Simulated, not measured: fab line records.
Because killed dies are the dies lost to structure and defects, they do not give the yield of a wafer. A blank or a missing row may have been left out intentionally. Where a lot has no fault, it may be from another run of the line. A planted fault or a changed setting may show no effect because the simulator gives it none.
fab line records    flow gf180mcu
[record] lots = 14  wafers = 42  last-day = 34
route steps=602 shown VT_IMPLANT@109 SAB@265 CONTACT@314 V1@352
lots that met no fault: from a run of the same line without faults
start-h: hours from the record's first day to the start of the lot's first wafer shown    wait-h: hours since the lot's step before    " repeats the value in the row above    L1.1+2: several wafers, shown together as one row    - either no value or no given start    * or withheld: withheld    < > ~ a bound
route shown NAME@n: a module of which the file shows steps, and the number in the route of the first    usual: mean and standard deviation over wafers with no fault    same: alike in all rows    chamber/n: place in a boat    sites: each site's reading    _std_site: the standard deviation of these    _edge_site: the outer-site mean with the inner-site mean subtracted    radius-mm: how far each site lies from the wafer's centre    mask NAME#n: copy n    behind: the last tool/chamber to shape the wafer    hold: the reason the lot was held/the length of the hold in hours/how it ended    device: names the non-switching transistor (n, p or np)    end of line: the tests these same wafers got at the end of their route    where a step has no rows: the recipe by itself    killed: dies that structure and defects cost at the first sort, which is not the same as the wafer's yield    map: a wafer's dies, marking killed ones x, the rest . and places with no die _
set.NAME: the run value of the setting; set.NAME@STEP: its run value at that earlier step    model.NAME: the simulator's own value behind a step, which no gauge read
steps of the route over a sample of lots; a table a step, a row a wafer
services: a tool's chamber out of use, with start hour (start-h, from the record's first day; less than 0 if before it), hours out, and reason
[[steps]]
[step GF_VT_IMPLANT_IMPLANT_19]
[recipe] species = As  energy-kev = 100  dose-cm2 = 4.35e+12  tilt-deg = 7
lot.wafer   tool          chamber  start-h  wait-h
L513.2+3+5  implanter-04  0        126.05   0.0
L514.3+5+6  implanter-04  0        132.38   0.1
L515.1+4+5  implanter-04  0        135.28   0.0
L516.2+3+5  implanter-04  0        143.10   0.0
L517.1+4+5  implanter-04  0        150.67   0.0
L525.1+3+5  implanter-02  0        201.73   0.0
L526.2+5+6  implanter-04  0        209.30   0.0
L527.3+4+6  implanter-04  0        212.12   0.1
L528.3+5+6  implanter-01  0        219.83   0.1
L531.3+4+6  implanter-04  0        238.53   0.1
L533.1+3+6  implanter-02  0        252.28   0.0
L534.3+5+6  implanter-04  0        258.22   0.1
L535.2+3+5  implanter-04  0        265.10   0.0
L536.1+3+5  implanter-02  0        273.68   0.0
[step GF_VT_IMPLANT_TW_MEAS_21]
[usual] VT_IMPLANT_2_TW = 1207/11
lot.wafer  tool           chamber  start-h  wait-h  VT_IMPLANT_2_TW
L513.2     film-metro-04  -        126.28   0.1     1222
L513.3     "              -        "        "       1217
L513.5     "              -        "        "       1222
L514.3     film-metro-01  -        132.60   0.1     1193
L514.5     "              -        "        "       1202
L514.6     "              -        "        "       1194
L515.1     film-metro-04  -        135.53   0.1     1107
L515.4     "              -        "        "       1216
L515.5     "              -        "        "       1092
L516.2     film-metro-04  -        143.33   0.1     1194
L516.3     "              -        "        "       1166
L516.5     "              -        "        "       1107
L517.1     film-metro-03  -        150.92   0.1     1089
L517.4     "              -        "        "       1082
L517.5     "              -        "        "       1095
L525.1     film-metro-04  -        201.98   0.1     1237
L525.3     "              -        "        "       1227
L525.5     "              -        "        "       1226
L526.2     film-metro-01  -        209.54   0.1     1204
L526.5     "              -        "        "       1202
L526.6     "              -        "        "       1200
L527.3     film-metro-03  -        212.34   0.1     1209
L527.4     "              -        "        "       1205
L527.6     "              -        "        "       1202
L528.3     film-metro-04  -        220.05   0.1     1223
L528.5     "              -        "        "       1214
L528.6     "              -        "        "       1214
L531.3     film-metro-03  -        238.75   0.1     1193
L531.4     "              -        "        "       1196
L531.6     "              -        "        "       1197
L533.1     film-metro-04  -        252.53   0.1     1220
L533.3     "              -        "        "       1221
L533.6     "              -        "        "       1223
L534.3     film-metro-03  -        258.44   0.1     1197
L534.5     "              -        "        "       1195
L534.6     "              -        "        "       1202
L535.2     film-metro-03  -        265.34   0.1     1198
L535.3     "              -        "        "       1200
L535.5     "              -        "        "       1204
L536.1     film-metro-01  -        273.93   0.1     1198
L536.3     "              -        "        "       1199
L536.5     "              -        "        "       1195
[step GF_SAB_THK_MEAS_01]
[recipe] reads = SiO2_of_SAB_CVD_00
[usual] SAB_CVD_00_THK = 50.0/0.62
lot.wafer  tool           chamber  start-h  wait-h  SAB_CVD_00_THK[nm]
L513.2     film-metro-03  -        317.16   0.0     48.7
L513.3     "              -        "        "       49.3
L513.5     "              -        "        "       50.2
L514.3     film-metro-03  -        324.52   0.0     49.8
L514.5     "              -        "        "       51.1
L514.6     "              -        "        "       50.7
L515.1     film-metro-03  -        331.50   0.0     49.4
L515.4     "              -        "        "       50.3
L515.5     "              -        "        "       50.4
L516.2     film-metro-01  -        343.73   0.0     50.1
L516.3     "              -        "        "       50.1
L516.5     "              -        "        "       50.8
L517.1     film-metro-03  -        347.39   0.0     50.1
L517.4     "              -        "        "       50.9
L517.5     "              -        "        "       51.0
L525.1     film-metro-01  -        422.74   0.0     49.3
L525.3     "              -        "        "       49.2
L525.5     "              -        "        "       49.7
L526.2     film-metro-03  -        431.10   0.0     49.9
L526.5     "              -        "        "       49.3
L526.6     "              -        "        "       49.1
L527.3     film-metro-01  -        435.86   0.0     49.9
L527.4     "              -        "        "       50.7
L527.6     "              -        "        "       50.6
L528.3     film-metro-02  -        440.72   0.0     49.5
L528.5     "              -        "        "       49.8
L528.6     "              -        "        "       50.1
L531.3     film-metro-03  -        469.02   0.0     48.8
L531.4     "              -        "        "       50.2
L531.6     "              -        "        "       50.3
L533.1     film-metro-02  -        484.21   0.0     49.9
L533.3     "              -        "        "       49.6
L533.6     "              -        "        "       51.1
L534.3     film-metro-03  -        493.67   0.0     49.3
L534.5     "              -        "        "       50.0
L534.6     "              -        "        "       50.5
L535.2     film-metro-02  -        501.40   0.0     49.4
L535.3     "              -        "        "       49.2
L535.5     "              -        "        "       50.2
L536.1     film-metro-03  -        513.64   0.0     49.6
L536.3     "              -        "        "       50.1
L536.5     "              -        "        "       50.6
[step GF_CONTACT_CMP_27]
[recipe] stop-on = SiO2  down-force-psi = 3.5  platen-rpm = 60  t-overpolish-s = 15  target-thk-nm = 0  pad-velocity-m-s = 0.94248
[usual] motor-current-A = 11.5/1  overpolish-run-s = 14.998/0.0087  slurry-filter-dp-kPa = 13.51/0.14  time-to-endpoint-s = 73.5/2.1
lot.wafer  tool    chamber  start-h  wait-h  motor-current-A  overpolish-run-s  slurry-filter-dp-kPa  time-to-endpoint-s
L513.3     cmp-01  3        362.19   0.0     11.0             14.995            13.54                 76.2
L513.2     "       2        "        "       13.5             14.992            13.54                 74.2
L513.5     "       0        "        "       11.2             14.997            13.56                 75.9
L514.3     cmp-02  0        370.24   0.0     11.0             14.996            13.45                 73.6
L514.6     "       0        "        "       10.6             14.999            13.66                 71.3
L514.5     "       1        "        "       11.0             15.001            13.45                 72.0
L515.1     cmp-01  1        377.69   0.1     10.5             14.987            13.34                 70.0
L515.4     "       2        "        "       13.2             14.999            13.57                 74.9
L515.5     "       1        "        "       10.6             14.991            13.49                 73.6
L516.3     cmp-01  3        389.48   0.1     10.8             15.001            13.25                 71.6
L516.2     "       0        "        "       10.9             15.014            13.57                 71.2
L516.5     "       1        "        "       10.4             14.981            13.64                 73.7
L517.1     cmp-02  1        393.84   0.1     10.4             15.002            13.52                 76.8
L517.4     "       3        "        "       12.0             15.001            13.49                 72.4
L517.5     "       1        "        "       10.9             15.002            13.64                 73.4
L525.3     cmp-02  3        473.98   0.1     12.0             14.995            13.59                 74.4
L525.1     "       0        "        "       10.7             14.999            13.60                 72.7
L525.5     "       3        "        "       11.8             15.002            13.46                 77.3
L526.2     cmp-01  1        482.88   0.1     10.7             15.010            13.57                 74.3
L526.5     "       3        "        "       10.9             14.988            13.49                 72.9
L526.6     "       0        "        "       11.5             15.014            13.44                 73.2
L527.4     cmp-02  2        488.09   0.1     12.2             15.009            13.39                 69.5
L527.3     "       3        "        "       12.1             14.992            13.53                 73.4
L527.6     "       0        "        "       11.1             15.001            13.59                 71.1
L528.3     cmp-01  3        491.72   0.1     11.0             14.997            13.47                 73.5
L528.5     "       2        "        "       13.6             15.008            13.51                 71.3
L528.6     "       3        "        "       11.1             15.010            13.25                 75.9
L531.3     cmp-02  2        522.78   0.0     12.7             14.991            13.54                 74.0
L531.4     "       3        "        "       12.8             14.986            13.43                 73.0
L531.6     "       3        "        "       11.8             14.998            13.55                 74.1
L533.1     cmp-01  1        532.73   0.1     10.3             15.000            13.36                 75.8
L533.3     "       2        "        "       13.4             14.994            13.49                 73.0
L533.6     "       1        "        "       10.7             15.007            13.30                 75.3
L534.3     cmp-01  3        541.78   0.1     11.3             15.005            13.49                 74.1
L534.5     "       2        "        "       13.2             15.008            13.25                 71.1
L534.6     "       3        "        "       10.9             14.997            13.64                 72.2
L535.3     cmp-02  1        550.34   0.0     10.7             14.999            13.58                 74.0
L535.2     "       3        "        "       11.4             15.001            13.63                 77.0
L535.5     "       1        "        "       10.1             14.985            13.34                 72.7
L536.1     cmp-02  1        561.18   0.1     10.7             15.009            13.37                 71.2
L536.3     "       2        "        "       12.3             15.005            13.66                 71.8
L536.5     "       1        "        "       10.1             14.986            13.44                 71.7
[step GF_V1_ETCH_17]
[recipe] chemistry = C4F8/O2/Ar  mask-material = KrF  target = SiO2  stop-on = TiN  source-w = 1500  bias-w = 1200  pressure-mtorr = 40  c4f8-flow-sccm = withheld  O2_flow_sccm = 6  Ar_flow_sccm = 300  time-s = withheld  target-depth-a = 6300
[usual] oes-product-au = 0.855/0.0048
lot.wafer  tool         chamber  start-h  wait-h  oes-product-au
L513.2     rie-diel-03  1        -        -       0.865
L513.3     "            3        "        "       0.851
L513.5     "            1        "        "       0.857
L514.3     rie-diel-02  0        -        -       0.852
L514.5     "            2        "        "       0.845
L514.6     "            0        "        "       0.861
L515.1     rie-diel-02  2        -        -       0.859
L515.4     "            3        "        "       0.861
L515.5     "            0        "        "       0.857
L516.2     rie-diel-03  1        -        -       0.852
L516.3     "            3        "        "       0.849
L516.5     "            2        "        "       0.862
L517.1     rie-diel-03  3        -        -       0.855
L517.4     "            2        "        "       0.855
L517.5     "            3        "        "       0.851
L525.1     rie-diel-04  0        -        -       0.848
L525.3     "            2        "        "       0.849
L525.5     "            3        "        "       0.849
L526.2     rie-diel-02  3        -        -       0.861
L526.5     "            1        "        "       0.848
L526.6     "            2        "        "       0.857
L527.3     rie-diel-04  1        -        -       0.851
L527.4     "            2        "        "       0.852
L527.6     "            3        "        "       0.861
L528.3     rie-diel-03  0        -        -       0.854
L528.5     "            0        "        "       0.868
L528.6     "            3        "        "       0.850
L531.3     rie-diel-02  1        -        -       0.861
L531.4     "            3        "        "       0.849
L531.6     "            2        "        "       0.861
L533.1     rie-diel-03  3        -        -       0.847
L533.3     "            0        "        "       0.846
L533.6     "            2        "        "       0.850
L534.3     rie-diel-04  0        -        -       0.851
L534.5     "            3        "        "       0.860
L534.6     "            2        "        "       0.861
L535.2     rie-diel-04  2        -        -       0.853
L535.3     "            3        "        "       0.855
L535.5     "            3        "        "       0.851
L536.1     rie-diel-04  3        -        -       0.852
L536.3     "            0        "        "       0.853
L536.5     "            0        "        "       0.848
[[services]]
tool          chamber  start-h  hours  kind
cmp-02        -        106.94   5.7    pm
cmp-01        -        116.94   0.3    repair
cmp-02        -        188.30   1.2    repair
cmp-01        -        232.00   4.0    pm
cmp-02        -        239.65   0.7    repair
implanter-04  -        267.95   2.7    repair
cmp-02        -        270.25   3.1    repair
implanter-04  -        272.30   2.5    pm
cmp-02        -        285.37   11.7   pm
cmp-01        -        299.21   4.6    pm
implanter-04  -        304.44   103.8  pm
cmp-02        -        354.90   2.6    repair
cmp-01        -        376.59   0.2    repair
cmp-02        -        405.97   4.0    pm
cmp-01        -        408.19   0.8    repair
cmp-02        -        410.01   6.1    repair
cmp-01        -        422.09   2.4    repair
implanter-04  -        450.80   2.2    repair
implanter-04  -        461.69   70.0   repair
cmp-02        -        475.94   5.1    pm
implanter-04  -        481.53   3.3    repair
implanter-04  -        484.86   10.3   repair
implanter-04  -        487.34   1.0    repair
implanter-04  -        565.22   4.0    pm
[[key]]
[first-sign] step = GF_VT_IMPLANT_TW_MEAS_21  reading = VT_IMPLANT_2_TW  direction = down  sigmas = 7.3  usual = 1207  struck = 1128  wafers-moved = 8
effect none on later readings
met-at GF_VT_IMPLANT_IMPLANT_19
struck-lots L515,L516,L517
tester-left-out L515,L516,L517
not-acting-at GF_SAB_THK_MEAS_01,GF_CONTACT_CMP_27,GF_V1_ETCH_17
onset-between 132.38 135.28
[fault] kind = process-parameter-drift  tool = implanter-04  chamber = -  onset-h = 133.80  steps = GF_VT_IMPLANT_IMPLANT_19  channel = tilt-deg  offset = -5.9207  spread-by-wafer = 0.3  shape = step  end-h = 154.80  acts-in = these-recipes-only  stated = 7
// tester-left-out: of these lots the tester's yield and bins aren't shown, on N5 and GAA mostly nor the transistor test; their killed dies are dies lost to structure and defects alone, not to doping, threshold or leakage, so they don't give the yield
